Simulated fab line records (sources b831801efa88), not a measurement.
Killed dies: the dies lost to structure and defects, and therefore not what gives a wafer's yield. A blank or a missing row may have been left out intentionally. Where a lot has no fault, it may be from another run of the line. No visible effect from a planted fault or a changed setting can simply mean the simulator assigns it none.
fab line records ; flow gf180mcu
record lots=11; wafers=31; lastDay=34
route steps=602 shown M4@471 MIM@504 M5@535
lots that met no fault: from a run of the same line without faults
startH: hours from the record's first day to the start of the lot's first wafer shown ; waitH: how many hours have passed since the lot's step before this one ; " as in the row above ; L1.1+2: one row covering several wafers at once ; - no value, or no start was given ; * or withheld: withheld ; < > ~ a bound
route shown NAME@n: NAME is a module with steps in the file, n the number in the route of the first one ; usual: mean/standard deviation of fault-free wafers ; same: alike in all rows ; chamber/n: place in a boat ; sites: the reading at each site ; _std_site: standard deviation of those values ; _edge_site: the outer-site mean with the inner-site mean subtracted ; radiusMm: how far each site lies from the wafer's centre ; mask NAME#n: copy n ; behind: the tool/chamber that last shaped the wafer ; hold: cause of the lot's hold/its duration in hours/its outcome ; device: the n, p or np transistor that did not switch ; end of line: at the end of the route, the tests of the same wafers ; a step without rows: its recipe alone ; killed: count of dies lost to structure and defects at first sort (not the wafer's yield) ; map: a wafer's dies, x killed, . not, _ none there
set.NAME: the setting that was run; set.NAME@STEP: the one run at that earlier step ; model.NAME: the simulator's own value behind a step, which no gauge read
one table for each step of the route and one row for each wafer, over a sample of lots
services: when a tool's chamber went out of use (startH, in hours from the record's first day, below 0 if earlier), for how many hours, and the reason
## steps
# step GF_M4_OVL_MEAS_15
# usual M4_OVL=2/5.5
lot.wafer;tool;chamber;startH;waitH;M4_OVL[nm]
L283.3;overlay-01;-;537.94;0.1;0
L283.4;overlay-01;-;537.94;0.1;0
L283.5;overlay-01;-;537.94;0.1;7
L288.1;overlay-02;-;577.73;0.1;8
L288.3;overlay-02;-;577.73;0.1;2
L288.6;overlay-02;-;577.73;0.1;3
L289.2;overlay-02;-;587.94;0.1;-2
L289.4;overlay-02;-;587.94;0.1;-1
L289.5;overlay-02;-;587.94;0.1;-2
L290.1;overlay-01;-;596.54;0.1;-4
L290.2;overlay-01;-;596.54;0.1;-7
L290.4;overlay-01;-;596.54;0.1;-2
L291.3;overlay-02;-;607.39;0.1;9
L291.4;overlay-02;-;607.39;0.1;9
L291.6;overlay-02;-;607.39;0.1;6
L294.1;overlay-02;-;626.83;0.1;5
L296.1;overlay-01;-;642.05;0.1;6
L296.3;overlay-01;-;642.05;0.1;2
L296.6;overlay-01;-;642.05;0.1;2
L297.1;overlay-01;-;650.69;0.1;10
L297.3;overlay-01;-;650.69;0.1;4
L297.6;overlay-01;-;650.69;0.1;1
L302.1;overlay-01;-;680.94;0.1;-1
L302.2;overlay-01;-;680.94;0.1;-10
L302.6;overlay-01;-;680.94;0.1;-13
L303.2;overlay-01;-;686.69;0.1;6
L303.3;overlay-01;-;686.69;0.1;0
L303.4;overlay-01;-;686.69;0.1;7
L305.3;overlay-01;-;702.94;0.1;-3
L305.4;overlay-01;-;702.94;0.1;2
L305.6;overlay-01;-;702.94;0.1;-1
# step GF_MIM_SPUTTER_01
# recipe material=TiN; targetThkNm=30; powerW=6500; timeS=25; chamberPressurePa=0.4
# usual throttleValvePct=30.2/1.5
lot.wafer;tool;chamber;startH;waitH;throttleValvePct
L283.3;pvdSputter-02;-;563.64;0.1;30.7
L283.4;pvdSputter-02;-;563.64;0.1;31.2
L283.5;pvdSputter-02;-;563.64;0.1;31.2
L288.1;pvdSputter-02;-;602.44;0.1;30.7
L288.3;pvdSputter-02;-;602.44;0.1;31.3
L288.6;pvdSputter-02;-;602.44;0.1;26.8
L289.2;pvdSputter-04;-;611.54;0.1;29.7
L289.4;pvdSputter-04;-;611.54;0.1;31.6
L289.5;pvdSputter-04;-;611.54;0.1;30.4
L290.1;pvdSputter-04;-;620.17;0.1;31.7
L290.2;pvdSputter-04;-;620.17;0.1;30.3
L290.4;pvdSputter-04;-;620.17;0.1;29.5
L291.3;pvdSputter-04;-;630.96;0.1;29.9
L291.4;pvdSputter-04;-;630.96;0.1;31.6
L291.6;pvdSputter-04;-;630.96;0.1;30.0
L294.1;pvdSputter-04;-;650.02;0.1;30.3
L296.1;pvdSputter-02;-;665.23;0.1;30.5
L296.3;pvdSputter-02;-;665.23;0.1;31.2
L296.6;pvdSputter-02;-;665.23;0.1;26.9
L297.1;pvdSputter-04;-;672.98;0.1;31.6
L297.3;pvdSputter-04;-;672.98;0.1;30.6
L297.6;pvdSputter-04;-;672.98;0.1;30.4
L302.1;pvdSputter-02;-;702.82;0.1;30.4
L302.2;pvdSputter-02;-;702.82;0.1;31.2
L302.6;pvdSputter-02;-;702.82;0.1;31.2
L303.2;pvdSputter-04;-;707.72;0.1;29.8
L303.3;pvdSputter-04;-;707.72;0.1;31.5
L303.4;pvdSputter-04;-;707.72;0.1;32.0
L305.3;pvdSputter-02;-;724.08;0.1;30.6
L305.4;pvdSputter-02;-;724.08;0.1;26.9
L305.6;pvdSputter-02;-;724.08;0.1;30.8
# step GF_MIM_SPUTTER_08
# recipe material=AlCu; targetThkNm=200; powerW=10600; timeS=10.6; chamberPressurePa=0.4
# usual throttleValvePct=29.8/1.5
lot.wafer;tool;chamber;startH;waitH;throttleValvePct
L283.3;pvdSputter-04;-;563.90;0.0;31.6
L283.4;pvdSputter-04;-;563.90;0.0;30.5
L283.5;pvdSputter-04;-;563.90;0.0;31.7
L288.1;pvdSputter-01;-;602.70;0.0;29.8
L288.3;pvdSputter-01;-;602.70;0.0;30.7
L288.6;pvdSputter-01;-;602.70;0.0;28.0
L289.2;pvdSputter-01;-;611.80;0.0;28.2
L289.4;pvdSputter-01;-;611.80;0.0;30.5
L289.5;pvdSputter-01;-;611.80;0.0;29.5
L290.1;pvdSputter-02;-;620.44;0.0;30.4
L290.2;pvdSputter-02;-;620.44;0.0;27.2
L290.4;pvdSputter-02;-;620.44;0.0;31.2
L291.3;pvdSputter-02;-;631.23;0.0;31.4
L291.4;pvdSputter-02;-;631.23;0.0;31.3
L291.6;pvdSputter-02;-;631.23;0.0;27.0
L294.1;pvdSputter-02;-;650.28;0.0;27.2
L296.1;pvdSputter-04;-;665.49;0.0;30.5
L296.3;pvdSputter-04;-;665.49;0.0;29.7
L296.6;pvdSputter-04;-;665.49;0.0;29.6
L297.1;pvdSputter-01;-;673.24;0.0;29.4
L297.3;pvdSputter-01;-;673.24;0.0;28.3
L297.6;pvdSputter-01;-;673.24;0.0;29.7
L302.1;pvdSputter-01;-;703.08;0.0;29.4
L302.2;pvdSputter-01;-;703.08;0.0;30.4
L302.6;pvdSputter-01;-;703.08;0.0;29.5
L303.2;pvdSputter-01;-;707.98;0.0;30.4
L303.3;pvdSputter-01;-;707.98;0.0;27.8
L303.4;pvdSputter-01;-;707.98;0.0;29.4
L305.3;pvdSputter-04;-;724.34;0.0;31.9
L305.4;pvdSputter-04;-;724.34;0.0;31.4
L305.6;pvdSputter-04;-;724.34;0.0;30.5
# step GF_MIM_RS_MEAS_10
# recipe thkMeasGauge=four-point-probe; reads=TiN_of_MIM_SPUTTER_09+AlCu_of_MIM_SPUTTER_08+TiN_of_MIM_SPUTTER_07
# usual MIM_ALCU_RS=0.1594/0.0019
lot.wafer;tool;chamber;startH;waitH;MIM_ALCU_RS[ohm/sq]
L283.3;filmMetro-04;-;563.99;0.1;0.1610
L283.4;filmMetro-04;-;563.99;0.1;0.1598
L283.5;filmMetro-04;-;563.99;0.1;0.1589
L288.1;filmMetro-01;-;602.76;0.0;0.1630
L288.3;filmMetro-01;-;602.76;0.0;0.1619
L288.6;filmMetro-01;-;602.76;0.0;0.1621
L289.2;filmMetro-03;-;611.88;0.0;0.1594
L289.4;filmMetro-03;-;611.88;0.0;0.1595
L289.5;filmMetro-03;-;611.88;0.0;0.1594
L290.1;filmMetro-04;-;620.51;0.0;0.1601
L290.2;filmMetro-04;-;620.51;0.0;0.1583
L290.4;filmMetro-04;-;620.51;0.0;0.1602
L291.3;filmMetro-04;-;631.33;0.1;0.1587
L291.4;filmMetro-04;-;631.33;0.1;0.1576
L291.6;filmMetro-04;-;631.33;0.1;0.1584
L294.1;filmMetro-04;-;650.34;0.0;0.1758
L296.1;filmMetro-03;-;665.54;0.0;0.1596
L296.3;filmMetro-03;-;665.54;0.0;0.1589
L296.6;filmMetro-03;-;665.54;0.0;0.1592
L297.1;filmMetro-01;-;673.29;0.0;0.1624
L297.3;filmMetro-01;-;673.29;0.0;0.1604
L297.6;filmMetro-01;-;673.29;0.0;0.1633
L302.1;filmMetro-04;-;703.13;0.0;0.1611
L302.2;filmMetro-04;-;703.13;0.0;0.1602
L302.6;filmMetro-04;-;703.13;0.0;0.1613
L303.2;filmMetro-01;-;708.05;0.0;0.1621
L303.3;filmMetro-01;-;708.05;0.0;0.1631
L303.4;filmMetro-01;-;708.05;0.0;0.1621
L305.3;filmMetro-04;-;724.43;0.1;0.1606
L305.4;filmMetro-04;-;724.43;0.1;0.1618
L305.6;filmMetro-04;-;724.43;0.1;0.1606
# step GF_MIM_THK_MEAS_11
# recipe thkMeasGauge=xrf; reads=AlCu_of_MIM_SPUTTER_08
# usual MIM_ALCU_THK=200/3
lot.wafer;tool;chamber;startH;waitH;MIM_ALCU_THK[nm]
L283.3;filmMetro-04;-;564.09;0.1;200
L283.4;filmMetro-04;-;564.09;0.1;200
L283.5;filmMetro-04;-;564.09;0.1;202
L288.1;filmMetro-01;-;602.88;0.1;194
L288.3;filmMetro-01;-;602.88;0.1;195
L288.6;filmMetro-01;-;602.88;0.1;196
L289.2;filmMetro-03;-;611.99;0.1;202
L289.4;filmMetro-03;-;611.99;0.1;202
L289.5;filmMetro-03;-;611.99;0.1;201
L290.1;filmMetro-04;-;620.63;0.1;200
L290.2;filmMetro-04;-;620.63;0.1;202
L290.4;filmMetro-04;-;620.63;0.1;199
L291.3;filmMetro-04;-;631.43;0.1;202
L291.4;filmMetro-04;-;631.43;0.1;203
L291.6;filmMetro-04;-;631.43;0.1;202
L294.1;filmMetro-04;-;650.46;0.1;181
L296.1;filmMetro-03;-;665.66;0.1;199
L296.3;filmMetro-03;-;665.66;0.1;202
L296.6;filmMetro-03;-;665.66;0.1;201
L297.1;filmMetro-01;-;673.41;0.1;195
L297.3;filmMetro-01;-;673.41;0.1;197
L297.6;filmMetro-01;-;673.41;0.1;194
L302.1;filmMetro-04;-;703.25;0.1;198
L302.2;filmMetro-04;-;703.25;0.1;202
L302.6;filmMetro-04;-;703.25;0.1;199
L303.2;filmMetro-01;-;708.16;0.1;195
L303.3;filmMetro-01;-;708.16;0.1;194
L303.4;filmMetro-01;-;708.16;0.1;194
L305.3;filmMetro-04;-;724.53;0.1;199
L305.4;filmMetro-04;-;724.53;0.1;197
L305.6;filmMetro-04;-;724.53;0.1;201
# step GF_MIM_METAL_ETCH_19
# recipe chemistry=Cl2/BCl3; maskMaterial=NOVOLAK; stopOn=Si3N4; targetDepthNm=324.5; pressureMtorr=8; icpW=800; biasW=140; Cl2_flow_sccm=80; bcl3FlowSccm=40; timeS=54.1
# usual bcl3FlowSccm=40.00/0.11; biasW=140.1/0.47; drypumpMotorCurrentA=5.9/0.63; oesProductAu=0.942/0.0065; throttleValvePct=28.282/0.0092
lot.wafer;tool;chamber;startH;waitH;bcl3FlowSccm;biasW;drypumpMotorCurrentA;oesProductAu;rfHoursCounterH;throttleValvePct
L283.3;rieMetal-02;1;585.34;0.1;39.92;140.2;5.2;0.937;-;28.292
L283.4;rieMetal-02;0;585.34;0.1;40.00;140.3;6.4;0.935;-;28.280
L283.5;rieMetal-02;1;585.34;0.1;39.72;140.1;5.3;0.947;-;28.269
L288.1;rieMetal-02;1;623.42;0.1;40.10;139.7;5.2;0.934;14;28.294
L288.3;rieMetal-02;1;623.42;0.1;40.04;140.1;5.2;0.928;-;28.291
L288.6;rieMetal-02;0;623.42;0.1;40.02;140.3;6.4;0.935;-;28.294
L289.2;rieMetal-04;1;632.98;0.1;40.12;140.5;6.0;0.944;-;28.282
L289.4;rieMetal-04;1;632.98;0.1;39.86;140.2;6.0;0.945;-;28.286
L289.5;rieMetal-04;1;632.98;0.1;40.03;140.1;6.0;0.941;-;28.285
L290.1;rieMetal-02;1;641.16;0.1;40.21;140.0;5.2;0.947;15;28.291
L290.2;rieMetal-02;0;641.16;0.1;40.04;141.5;6.4;0.943;5;28.280
L290.4;rieMetal-02;0;641.16;0.1;39.97;140.1;6.4;0.932;-;28.294
L291.3;rieMetal-03;1;650.69;0.1;40.04;140.8;5.6;0.934;-;28.287
L291.4;rieMetal-03;0;650.69;0.1;39.95;139.9;6.8;0.948;-;28.264
L291.6;rieMetal-03;1;650.69;0.1;39.99;141.1;5.6;0.945;-;28.273
L294.1;rieMetal-02;0;669.02;0.1;39.86;140.6;6.4;0.917;7;28.310
L296.1;rieMetal-04;0;684.72;0.1;39.93;139.8;4.8;0.943;7;28.266
L296.3;rieMetal-04;0;684.72;0.1;39.96;139.6;4.8;0.941;-;28.268
L296.6;rieMetal-04;0;684.72;0.1;39.69;139.6;4.8;0.952;-;28.292
L297.1;rieMetal-04;1;691.41;0.1;39.90;140.3;6.0;0.944;1;28.263
L297.3;rieMetal-04;0;691.41;0.1;39.92;139.8;4.8;0.930;-;28.284
L297.6;rieMetal-04;0;691.41;0.1;40.01;140.5;4.8;0.940;-;28.288
L302.1;rieMetal-02;0;721.12;0.1;39.97;139.4;6.4;0.936;9;28.290
L302.2;rieMetal-02;1;721.12;0.1;39.93;140.6;5.2;0.945;1;28.290
L302.6;rieMetal-02;1;721.12;0.1;39.94;140.6;5.2;0.940;-;28.291
L303.2;rieMetal-03;1;725.72;0.1;40.19;140.3;5.7;0.939;1;28.279
L303.3;rieMetal-03;1;725.72;0.1;40.13;140.5;5.7;0.942;-;28.283
L303.4;rieMetal-03;0;725.72;0.1;39.89;139.4;6.7;0.933;-;28.302
L305.3;rieMetal-04;1;740.89;0.1;40.20;140.3;6.0;0.939;-;28.286
L305.4;rieMetal-04;0;740.89;0.1;40.10;139.5;4.8;0.946;-;28.289
L305.6;rieMetal-04;0;740.89;0.1;40.13;139.4;4.8;0.935;-;28.264
# step GF_M5_ETCH_09
# recipe chemistry=CF4/O2; target=Si3N4; targetDepthNm=52; sourceW=800; biasW=150; pressureMtorr=150; cf4FlowSccm=80; O2_flow_sccm=10; timeS=11.6
# usual O2_flow_sccm=9.997/0.027; biasW=150.0/0.46; drypumpMotorCurrentA=5.5/0.35; oesProductAu=0.994/0.0096; throttleValvePct=5.968/0.0099
lot.wafer;tool;chamber;startH;waitH;O2_flow_sccm;biasW;drypumpMotorCurrentA;oesProductAu;rfHoursCounterH;throttleValvePct
L283.3;rieDiel-01;2;607.08;0.0;10.030;150.9;6.0;0.989;3;5.960
L283.4;rieDiel-01;1;607.08;0.0;10.004;149.7;5.6;0.990;18;5.982
L283.5;rieDiel-01;0;607.08;0.0;9.970;149.4;5.6;1.002;-;5.970
L288.1;rieDiel-03;0;644.24;0.0;9.997;149.9;5.5;0.996;69;5.961
L288.3;rieDiel-03;2;644.24;0.0;9.993;149.6;6.0;0.992;19;5.962
L288.6;rieDiel-03;0;644.24;0.0;9.996;150.5;5.5;1.005;-;5.965
L289.2;rieDiel-04;3;653.12;0.0;10.003;148.9;5.1;0.983;18;5.958
L289.4;rieDiel-04;2;653.12;0.0;10.009;149.3;5.1;0.986;20;5.964
L289.5;rieDiel-04;2;653.12;0.0;10.000;149.2;5.1;0.987;-;5.955
L290.1;rieDiel-01;1;661.42;0.0;9.987;150.2;5.6;0.991;19;5.980
L290.2;rieDiel-01;3;661.42;0.0;10.048;149.8;5.8;1.015;35;5.980
L290.4;rieDiel-01;2;661.42;0.0;10.034;150.0;6.0;0.993;-;5.965
L291.3;rieDiel-03;1;670.42;0.0;10.051;150.7;5.1;0.997;15;5.970
L291.4;rieDiel-03;2;670.42;0.0;10.000;149.9;5.9;0.983;-;5.977
L291.6;rieDiel-03;3;670.42;0.0;9.980;150.0;5.9;0.993;-;5.981
L294.1;rieDiel-03;3;688.97;0.0;9.990;149.6;5.9;0.996;1;5.965
L296.1;rieDiel-01;3;704.17;0.0;9.992;149.3;5.8;1.012;38;5.980
L296.3;rieDiel-01;2;704.17;0.0;9.978;149.3;6.0;0.983;7;5.965
L296.6;rieDiel-01;3;704.17;0.0;9.980;149.3;5.8;1.010;-;5.959
L297.1;rieDiel-03;0;710.31;0.0;9.991;151.0;5.5;0.994;1;5.983
L297.3;rieDiel-03;2;710.31;0.0;9.958;149.6;6.0;0.986;23;5.954
L297.6;rieDiel-03;3;710.31;0.0;9.977;150.0;5.9;0.988;-;5.964
L302.1;rieDiel-04;1;738.98;0.0;10.006;149.1;5.8;1.007;2;5.985
L302.2;rieDiel-04;3;738.98;0.0;9.960;149.7;5.1;0.991;22;5.965
L302.6;rieDiel-04;0;738.98;0.0;9.935;150.4;5.4;0.990;-;5.982
L303.2;rieDiel-04;3;743.23;0.0;9.987;150.6;5.1;0.995;22;5.966
L303.3;rieDiel-04;0;743.23;0.0;9.996;150.5;5.4;0.977;31;5.965
L303.4;rieDiel-04;1;743.23;0.0;9.988;150.3;5.8;1.017;2;5.947
L305.3;rieDiel-03;1;758.92;0.0;10.009;150.6;5.1;0.997;19;5.968
L305.4;rieDiel-03;2;758.92;0.0;9.986;149.4;6.0;0.974;25;5.949
L305.6;rieDiel-03;3;758.92;0.0;9.991;150.4;5.9;0.984;-;5.976
## services
tool;chamber;startH;hours;kind
pvdSputter-04;-;541.07;0.5;repair
rieMetal-02;0;559.04;14.6;repair
rieDiel-01;-;579.27;1.9;repair
rieMetal-04;0;579.96;65.1;repair
pvdSputter-01;-;589.97;2.3;repair
rieDiel-01;-;593.94;0.1;repair
pvdSputter-01;-;623.24;3.1;repair
rieDiel-01;1;627.01;4.1;repair
rieDiel-04;3;631.83;5.0;repair
rieDiel-01;-;634.17;14.6;pm
pvdSputter-01;-;638.43;4.1;repair
rieDiel-01;0;650.71;92.6;repair
pvdSputter-04;3;655.65;-;consumableReplace:kit
pvdSputter-04;3;655.65;18.0;scheduledDown
pvdSputter-04;-;656.80;3.9;repair
pvdSputter-01;-;663.85;4.7;repair
rieMetal-04;0;670.84;1.3;repair
rieMetal-02;-;676.95;15.6;pm
pvdSputter-04;-;681.88;2.1;repair
rieDiel-04;3;683.95;6.2;repair
rieDiel-01;2;707.82;1.3;repair
rieDiel-03;-;736.21;1.2;repair
rieMetal-03;1;751.46;14.1;repair
rieDiel-04;-;756.31;14.6;pm
## key
firstSign step=GF_MIM_RS_MEAS_10; reading=MIM_ALCU_RS; direction=up; sigmas=8.9; usual=0.1594; struck=0.1758
effect step=GF_MIM_THK_MEAS_11; reading=MIM_ALCU_THK; direction=down; sigmas=6.3; usual=200; struck=181
effect step=GF_MIM_METAL_ETCH_19; reading=oesProductAu; direction=down; sigmas=3.9; usual=0.942; struck=0.917
metAt GF_MIM_SPUTTER_08
struckLots L294
struckWafers L294.1
testerLeftOut L294
notActingAt GF_M4_OVL_MEAS_15,GF_MIM_SPUTTER_01,GF_M5_ETCH_09
onsetBetween 631.23 650.28
earlierFault kind=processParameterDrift; tool=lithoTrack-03; chamber=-; onsetH=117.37; steps=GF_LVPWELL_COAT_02; channel=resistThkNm; offset=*; shape=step; endH=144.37; actsIn=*; stated=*
fault kind=processParameterDrift; tool=pvdSputter-02; chamber=-; onsetH=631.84; steps=GF_MIM_SPUTTER_08; channel=timeS; offset=*; shape=step; actsIn=*; stated=*; scope=struckWafersOnly
# testerLeftOut: of these lots the tester's yield and bins aren't shown, on N5 and GAA mostly nor the transistor test; their killed dies are dies lost to structure and defects alone, not to doping, threshold or leakage, so they don't give the yield
